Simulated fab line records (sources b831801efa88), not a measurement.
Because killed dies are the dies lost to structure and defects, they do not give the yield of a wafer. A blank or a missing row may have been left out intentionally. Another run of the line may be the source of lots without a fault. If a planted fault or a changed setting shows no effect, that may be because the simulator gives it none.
fab line records | flow gf180mcu
record: lots: 11 | wafers: 33 | last_day: 34
route steps=602 shown SALICIDE@284 CONTACT@289 M1@317
lots that met no fault: taken from a fault-free run of the same line
start_h: hours from the record's opening day to when the first of the lot's shown wafers began | wait_h: how many hours have passed since the lot's step before this one | " repeats the value in the row above | L1.1+2: a row that stands for several wafers | - either no value or no given start | * or withheld: withheld | < > ~ a bound
route shown NAME@n: names a module that has steps shown in the file, with the first one's number in the route | usual: mean/standard deviation taken from wafers without a fault | same: alike in all rows | chamber/n: place in a boat | sites: each site's reading | _std_site: their standard deviation | _edge_site: inner sites' mean taken away from outer sites' mean | radius_mm: for every site, how far away it sits from the centre of the wafer | mask NAME#n: copy n | behind: the last tool/chamber to shape the wafer | hold: cause of the lot's hold/its duration in hours/its outcome | device: which transistor (n, p or np) failed to switch | end of line: tests run on the same wafers once the route is complete | a step with no rows: only its recipe | killed: at the first sort, the dies lost to defects and structure; wafer yield is something else | map: shows each die of a wafer: x if killed, . if not, _ if none is there
set.NAME: the run value of the setting; set.NAME@STEP: its run value at that earlier step | model.NAME: the simulator's own value behind a step, which no gauge read
the route's steps for a sample of lots (tables are steps, rows are wafers)
services: a tool's chamber out of use, with start hour (start_h, from the record's first day; less than 0 if before it), hours out, and reason
== steps ==
step: GF_SALICIDE_RTA_06
recipe: temp_c: 530 | time_s: 30 | ambient: N2
usual: lamp_power_pct: 6.18/0.21 | wafer_temp_C_max: 532.2/0.44
lot.wafer | tool          | chamber | start_h | wait_h | lamp_power_pct | wafer_temp_C_max
L821.1    | rtp_anneal-01 | 0       | 342.48  | 0.1    | 5.98           | 533.2
L821.2    | "             | 0       | "       | "      | 5.99           | 531.8
L821.6    | "             | 0       | "       | "      | 5.99           | 531.8
L822.2    | rtp_anneal-01 | 0       | 352.19  | 0.1    | 5.99           | 532.1
L822.3    | "             | 0       | "       | "      | 5.98           | 532.1
L822.4    | "             | 0       | "       | "      | 5.97           | 532.6
L824.1    | rtp_anneal-01 | 0       | 370.73  | 0.1    | 5.99           | 532.1
L824.2    | "             | 0       | "       | "      | 5.98           | 532.4
L824.3    | "             | 0       | "       | "      | 5.97           | 531.5
L825.1    | rtp_anneal-02 | 0       | 374.63  | 0.1    | 6.41           | 531.9
L825.3    | "             | 0       | "       | "      | 6.42           | 531.4
L825.5    | "             | 0       | "       | "      | 6.42           | 532.3
L829.1    | rtp_anneal-01 | 0       | 406.13  | 0.1    | 5.98           | 532.5
L829.3    | "             | 0       | "       | "      | 5.99           | 533.3
L829.5    | "             | 0       | "       | "      | 5.99           | 532.0
L834.1    | rtp_anneal-01 | 0       | 452.71  | 0.1    | 5.98           | 532.2
L834.2    | "             | 0       | "       | "      | 5.98           | 532.0
L834.3    | "             | 0       | "       | "      | 5.98           | 532.4
L840.2    | rtp_anneal-02 | 0       | 516.47  | 0.1    | 6.41           | 532.4
L840.3    | "             | 0       | "       | "      | 6.40           | 532.3
L840.6    | "             | 0       | "       | "      | 6.41           | 532.6
L841.3    | rtp_anneal-02 | 0       | 519.17  | 0.1    | 6.42           | 531.4
L841.4    | "             | 0       | "       | "      | 6.41           | 532.1
L841.6    | "             | 0       | "       | "      | 6.42           | 532.8
L842.1    | rtp_anneal-01 | 0       | 526.51  | 0.1    | 5.98           | 532.1
L842.2    | "             | 0       | "       | "      | 5.98           | 532.3
L842.3    | "             | 0       | "       | "      | 5.98           | 531.7
L844.2    | rtp_anneal-01 | 0       | 536.96  | 0.1    | 5.97           | 532.1
L844.4    | "             | 0       | "       | "      | 5.98           | 532.8
L844.6    | "             | 0       | "       | "      | 5.98           | 531.6
L843.2    | rtp_anneal-02 | 0       | 539.22  | 0.1    | 6.41           | 531.8
L843.4    | "             | 0       | "       | "      | 6.41           | 532.6
L843.5    | "             | 0       | "       | "      | 6.40           | 532.3
step: GF_CONTACT_CVD_02
recipe: material: SiO2 | target_thk_nm: 860 | precursor: TEOS | temp_c: 400 | time_s: 95.992 | rf_w: 600
usual: heater_power_w: 678/87 | susceptor_temp_C: 400.00/0.23
lot.wafer | tool     | chamber | start_h | wait_h | heater_power_w | susceptor_temp_C
L821.1    | pecvd-03 | 2       | 342.88  | 0.1    | 807            | 400.28
L821.2    | "        | 0       | "       | "      | 617            | 400.27
L821.6    | "        | 2       | "       | "      | 656            | 400.23
L822.2    | pecvd-04 | 2       | 352.88  | 0.0    | 576            | 400.16
L822.3    | "        | 0       | "       | "      | 771            | 399.93
L822.4    | "        | 0       | "       | "      | 599            | 399.90
L824.1    | pecvd-01 | 1       | 371.13  | 0.1    | 840            | 400.15
L824.2    | "        | 0       | "       | "      | 798            | 399.83
L824.3    | "        | 2       | "       | "      | 627            | 400.41
L825.1    | pecvd-01 | 2       | 375.03  | 0.1    | 599            | 400.04
L825.3    | "        | 1       | "       | "      | 698            | 399.90
L825.5    | "        | 0       | "       | "      | 658            | 400.21
L829.1    | pecvd-01 | 2       | 406.53  | 0.1    | 608            | 399.86
L829.3    | "        | 0       | "       | "      | 831            | 399.96
L829.5    | "        | 2       | "       | "      | 643            | 399.88
L834.1    | pecvd-01 | 0       | 453.11  | 0.1    | 767            | 399.61
L834.2    | "        | 1       | "       | "      | 872            | 400.21
L834.3    | "        | 2       | "       | "      | 646            | 400.20
L840.2    | pecvd-03 | 2       | 516.85  | 0.0    | 757            | 399.96
L840.3    | "        | 1       | "       | "      | 667            | 400.08
L840.6    | "        | 1       | "       | "      | 512            | 399.82
L841.3    | pecvd-04 | 1       | 519.53  | 0.0    | 670            | 399.72
L841.4    | "        | 1       | "       | "      | 706            | 399.84
L841.6    | "        | 0       | "       | "      | 699            | 399.99
L842.1    | pecvd-04 | 0       | 526.91  | 0.1    | 737            | 400.28
L842.2    | "        | 2       | "       | "      | 550            | 399.76
L842.3    | "        | 1       | "       | "      | 676            | 399.74
L844.2    | pecvd-01 | 0       | 537.34  | 0.0    | 827            | 400.34
L844.4    | "        | 0       | "       | "      | 687            | 399.90
L844.6    | "        | 2       | "       | "      | 656            | 399.92
L843.2    | pecvd-03 | 2       | 539.70  | 0.0    | 806            | 399.89
L843.4    | "        | 0       | "       | "      | 646            | 400.32
L843.5    | "        | 2       | "       | "      | 650            | 399.59
step: GF_M1_SPUTTER_02
recipe: material: AlCu | target_thk_nm: 450 | power_w: 10600 | time_s: 23.9 | chamber_pressure_pa: 0.4
usual: cathode_dc_power_W: 10600/2 | chamber_pressure_pa: 0.3999/0.00081 | throttle_valve_pct: 30.1/0.93
lot.wafer | tool           | chamber | start_h | wait_h | cathode_dc_power_W | chamber_pressure_pa | throttle_valve_pct
L821.1    | pvd_sputter-02 | -       | 366.29  | 0.0    | 10598              | 0.4006              | 31.1
L821.2    | "              | -       | "       | "      | 10601              | 0.3989              | 30.5
L821.6    | "              | -       | "       | "      | 10597              | 0.3980              | 29.9
L822.2    | pvd_sputter-02 | -       | 376.78  | 0.0    | 10601              | 0.3998              | 29.8
L822.3    | "              | -       | "       | "      | 10599              | 0.3988              | 31.2
L822.4    | "              | -       | "       | "      | 10600              | 0.3999              | 30.9
L824.1    | pvd_sputter-01 | -       | 395.54  | 0.0    | 10602              | 0.3998              | 28.9
L824.2    | "              | -       | "       | "      | 10599              | 0.4018              | 31.6
L824.3    | "              | -       | "       | "      | 10603              | 0.4005              | 31.5
L825.1    | pvd_sputter-02 | -       | 399.64  | 0.0    | 10602              | 0.4000              | 29.7
L825.3    | "              | -       | "       | "      | 10598              | 0.3993              | 30.0
L825.5    | "              | -       | "       | "      | 10598              | 0.3998              | 29.6
L829.1    | pvd_sputter-02 | -       | 432.38  | 0.0    | 10602              | 0.3991              | 31.0
L829.3    | "              | -       | "       | "      | 10600              | 0.4000              | 30.4
L829.5    | "              | -       | "       | "      | 10599              | 0.3993              | 30.5
L834.1    | pvd_sputter-02 | -       | 479.11  | 0.0    | 10603              | 0.3996              | 29.6
L834.2    | "              | -       | "       | "      | 10602              | 0.3996              | 30.9
L834.3    | "              | -       | "       | "      | 10599              | 0.4713              | 27.6
L840.2    | pvd_sputter-01 | -       | 541.78  | 0.0    | 10602              | 0.3994              | 31.3
L840.3    | "              | -       | "       | "      | 10601              | 0.4002              | 30.2
L840.6    | "              | -       | "       | "      | 10602              | 0.3995              | 31.4
L841.3    | pvd_sputter-01 | -       | 544.47  | 0.0    | 10602              | 0.3982              | 31.8
L841.4    | "              | -       | "       | "      | 10600              | 0.4000              | 29.9
L841.6    | "              | -       | "       | "      | 10600              | 0.3985              | 31.2
L842.1    | pvd_sputter-02 | -       | 551.42  | 0.0    | 10603              | 0.3997              | 30.7
L842.2    | "              | -       | "       | "      | 10600              | 0.4006              | 29.8
L842.3    | "              | -       | "       | "      | 10599              | 0.4006              | 30.4
L844.2    | pvd_sputter-02 | -       | 561.88  | 0.0    | 10601              | 0.4002              | 30.1
L844.4    | "              | -       | "       | "      | 10601              | 0.3991              | 30.0
L844.6    | "              | -       | "       | "      | 10602              | 0.3999              | 29.6
L843.2    | pvd_sputter-03 | -       | 563.43  | 0.0    | 10600              | 0.4001              | 29.8
L843.4    | "              | -       | "       | "      | 10601              | 0.4000              | 27.7
L843.5    | "              | -       | "       | "      | 10601              | 0.3994              | 27.8
step: GF_M1_RS_MEAS_05
recipe: thk_meas_gauge: four-point-probe | reads: TiN_of_M1_SPUTTER_04+Ti_of_M1_SPUTTER_03+AlCu_of_M1_SPUTTER_02+TiN_of_M1_SPUTTER_01+Ti_of_M1_SPUTTER_00
usual: M1_ALCU_RS: 0.0693/0.00098
lot.wafer | tool          | chamber | start_h | wait_h | M1_ALCU_RS[ohm/sq]
L821.1    | film_metro-01 | -       | 366.38  | 0.0    | 0.0687
L821.2    | "             | -       | "       | "      | 0.0686
L821.6    | "             | -       | "       | "      | 0.0690
L822.2    | film_metro-02 | -       | 376.89  | 0.0    | 0.0700
L822.3    | "             | -       | "       | "      | 0.0693
L822.4    | "             | -       | "       | "      | 0.0691
L824.1    | film_metro-02 | -       | 395.63  | 0.0    | 0.0679
L824.2    | "             | -       | "       | "      | 0.0685
L824.3    | "             | -       | "       | "      | 0.0691
L825.1    | film_metro-04 | -       | 399.73  | 0.0    | 0.0698
L825.3    | "             | -       | "       | "      | 0.0708
L825.5    | "             | -       | "       | "      | 0.0702
L829.1    | film_metro-01 | -       | 432.47  | 0.0    | 0.0698
L829.3    | "             | -       | "       | "      | 0.0695
L829.5    | "             | -       | "       | "      | 0.0694
L834.1    | film_metro-01 | -       | 479.20  | 0.0    | 0.0700
L834.2    | "             | -       | "       | "      | 0.0700
L834.3    | "             | -       | "       | "      | 0.0744
L840.2    | film_metro-02 | -       | 541.89  | 0.0    | 0.0688
L840.3    | "             | -       | "       | "      | 0.0676
L840.6    | "             | -       | "       | "      | 0.0686
L841.3    | film_metro-04 | -       | 544.60  | 0.1    | 0.0693
L841.4    | "             | -       | "       | "      | 0.0681
L841.6    | "             | -       | "       | "      | 0.0685
L842.1    | film_metro-04 | -       | 551.51  | 0.0    | 0.0702
L842.2    | "             | -       | "       | "      | 0.0702
L842.3    | "             | -       | "       | "      | 0.0698
L844.2    | film_metro-01 | -       | 561.99  | 0.0    | 0.0679
L844.4    | "             | -       | "       | "      | 0.0688
L844.6    | "             | -       | "       | "      | 0.0691
L843.2    | film_metro-04 | -       | 563.54  | 0.0    | 0.0703
L843.4    | "             | -       | "       | "      | 0.0712
L843.5    | "             | -       | "       | "      | 0.0713
step: GF_M1_THK_MEAS_06
recipe: thk_meas_gauge: xrf | reads: AlCu_of_M1_SPUTTER_02
usual: M1_ALCU_THK: 453/7.1
lot.wafer | tool          | chamber | start_h | wait_h | M1_ALCU_THK[nm]
L821.1    | film_metro-01 | -       | 366.50  | 0.1    | 455
L821.2    | "             | -       | "       | "      | 455
L821.6    | "             | -       | "       | "      | 452
L822.2    | film_metro-02 | -       | 377.00  | 0.1    | 450
L822.3    | "             | -       | "       | "      | 451
L822.4    | "             | -       | "       | "      | 456
L824.1    | film_metro-02 | -       | 395.75  | 0.1    | 463
L824.2    | "             | -       | "       | "      | 458
L824.3    | "             | -       | "       | "      | 455
L825.1    | film_metro-04 | -       | 399.85  | 0.1    | 450
L825.3    | "             | -       | "       | "      | 444
L825.5    | "             | -       | "       | "      | 451
L829.1    | film_metro-01 | -       | 432.59  | 0.1    | 453
L829.3    | "             | -       | "       | "      | 453
L829.5    | "             | -       | "       | "      | 455
L834.1    | film_metro-01 | -       | 479.32  | 0.1    | 449
L834.2    | "             | -       | "       | "      | 452
L834.3    | "             | -       | "       | "      | 427
L840.2    | film_metro-02 | -       | 542.00  | 0.1    | 456
L840.3    | "             | -       | "       | "      | 461
L840.6    | "             | -       | "       | "      | 456
L841.3    | film_metro-04 | -       | 544.70  | 0.1    | 449
L841.4    | "             | -       | "       | "      | 457
L841.6    | "             | -       | "       | "      | 455
L842.1    | film_metro-04 | -       | 551.63  | 0.1    | 444
L842.2    | "             | -       | "       | "      | 442
L842.3    | "             | -       | "       | "      | 447
L844.2    | film_metro-01 | -       | 562.10  | 0.1    | 467
L844.4    | "             | -       | "       | "      | 460
L844.6    | "             | -       | "       | "      | 457
L843.2    | film_metro-04 | -       | 563.65  | 0.1    | 445
L843.4    | "             | -       | "       | "      | 438
L843.5    | "             | -       | "       | "      | 439
step: GF_M1_CD_MEAS_14
recipe: target_cd_nm: 230
usual: cd_nm: 229.7/1.1
lot.wafer | tool      | chamber | start_h | wait_h | cd_nm
L821.1    | cd_sem-02 | -       | 388.43  | 0.1    | 230.0
L821.2    | "         | -       | "       | "      | 231.7
L821.6    | "         | -       | "       | "      | 230.6
L822.2    | cd_sem-01 | -       | 399.53  | 0.1    | 229.5
L822.3    | "         | -       | "       | "      | 229.0
L822.4    | "         | -       | "       | "      | 229.0
L824.1    | cd_sem-01 | -       | 418.80  | 0.1    | 228.4
L824.2    | "         | -       | "       | "      | 228.1
L824.3    | "         | -       | "       | "      | 228.8
L825.1    | cd_sem-02 | -       | 423.30  | 0.1    | 231.2
L825.3    | "         | -       | "       | "      | 230.6
L825.5    | "         | -       | "       | "      | 230.9
L829.1    | cd_sem-01 | -       | 456.70  | 0.1    | 229.8
L829.3    | "         | -       | "       | "      | 228.6
L829.5    | "         | -       | "       | "      | 230.3
L834.1    | cd_sem-02 | -       | 503.00  | 0.1    | 231.6
L834.2    | "         | -       | "       | "      | 231.7
L834.3    | "         | -       | "       | "      | 233.5
L840.2    | cd_sem-01 | -       | 564.00  | 0.1    | 230.4
L840.3    | "         | -       | "       | "      | 229.9
L840.6    | "         | -       | "       | "      | 229.5
L841.3    | cd_sem-01 | -       | 566.49  | 0.1    | 228.6
L841.4    | "         | -       | "       | "      | 230.7
L841.6    | "         | -       | "       | "      | 229.6
L842.1    | cd_sem-02 | -       | 573.88  | 0.1    | 228.8
L842.2    | "         | -       | "       | "      | 229.1
L842.3    | "         | -       | "       | "      | 229.8
L844.2    | cd_sem-02 | -       | 583.55  | 0.1    | 231.4
L844.4    | "         | -       | "       | "      | 229.3
L844.6    | "         | -       | "       | "      | 230.8
L843.2    | cd_sem-01 | -       | 585.25  | 0.1    | 229.3
L843.4    | "         | -       | "       | "      | 229.3
L843.5    | "         | -       | "       | "      | 229.4
== services ==
tool           | chamber | start_h | hours | kind
pecvd-01       | 2       | 324.50  | 20.6  | repair
pvd_sputter-01 | 2       | 330.33  | -     | consumable_replace:kit
pvd_sputter-01 | 2       | 330.33  | 18.0  | scheduled_down
pvd_sputter-01 | 2       | 330.33  | 18.0  | vent_cycle
pecvd-04       | -       | 364.29  | 1.6   | repair
pvd_sputter-02 | 3       | 368.23  | -     | consumable_replace:kit
pvd_sputter-02 | 3       | 368.23  | 18.0  | scheduled_down
pvd_sputter-02 | 3       | 368.23  | 18.0  | vent_cycle
pecvd-04       | -       | 368.88  | 14.0  | pm
rtp_anneal-02  | -       | 410.63  | 4.0   | pm
pecvd-03       | 0       | 416.09  | 5.0   | repair
pvd_sputter-01 | -       | 426.56  | 1.4   | repair
pvd_sputter-02 | -       | 427.17  | 1.0   | repair
pecvd-04       | 2       | 443.31  | 6.9   | repair
pecvd-03       | 2       | 470.94  | 3.5   | repair
pecvd-03       | 0       | 473.84  | 6.1   | repair
pvd_sputter-03 | -       | 475.51  | 18.6  | repair
pecvd-04       | -       | 511.84  | 2.8   | pm
pecvd-01       | 1       | 541.94  | 15.6  | repair
pvd_sputter-02 | 2       | 551.51  | -     | consumable_replace:kit
pvd_sputter-02 | 2       | 551.51  | 18.0  | scheduled_down
pvd_sputter-02 | 2       | 551.51  | 18.0  | vent_cycle
pvd_sputter-02 | -       | 554.99  | 1.7   | repair
pvd_sputter-01 | -       | 563.03  | 2.9   | repair
== key ==
first_sign: step: GF_M1_SPUTTER_02 | reading: chamber_pressure_pa | direction: up | sigmas: 88 | usual: 0.3999 | struck: 0.4713
effect: step: GF_M1_RS_MEAS_05 | reading: M1_ALCU_RS | direction: up | sigmas: 5.2 | usual: 0.0693 | struck: 0.0744
effect: step: GF_M1_THK_MEAS_06 | reading: M1_ALCU_THK | direction: down | sigmas: 3.7 | usual: 453 | struck: 427
met_at GF_M1_SPUTTER_02
struck_lots L834
struck_wafers L834.3
not_acting_at GF_SALICIDE_RTA_06,GF_CONTACT_CVD_02,GF_M1_CD_MEAS_14
onset_between 399.64 479.11
fault: kind: process_parameter_drift | tool: pvd_sputter-02 | chamber: - | onset_h: 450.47 | steps: GF_M1_SPUTTER_02 | channel: chamber_pressure_pa | offset: 0.070479 | shape: step | end_h: 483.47 | acts_in: these_recipes_only | stated: 0.4 | scope: struck_wafers_only
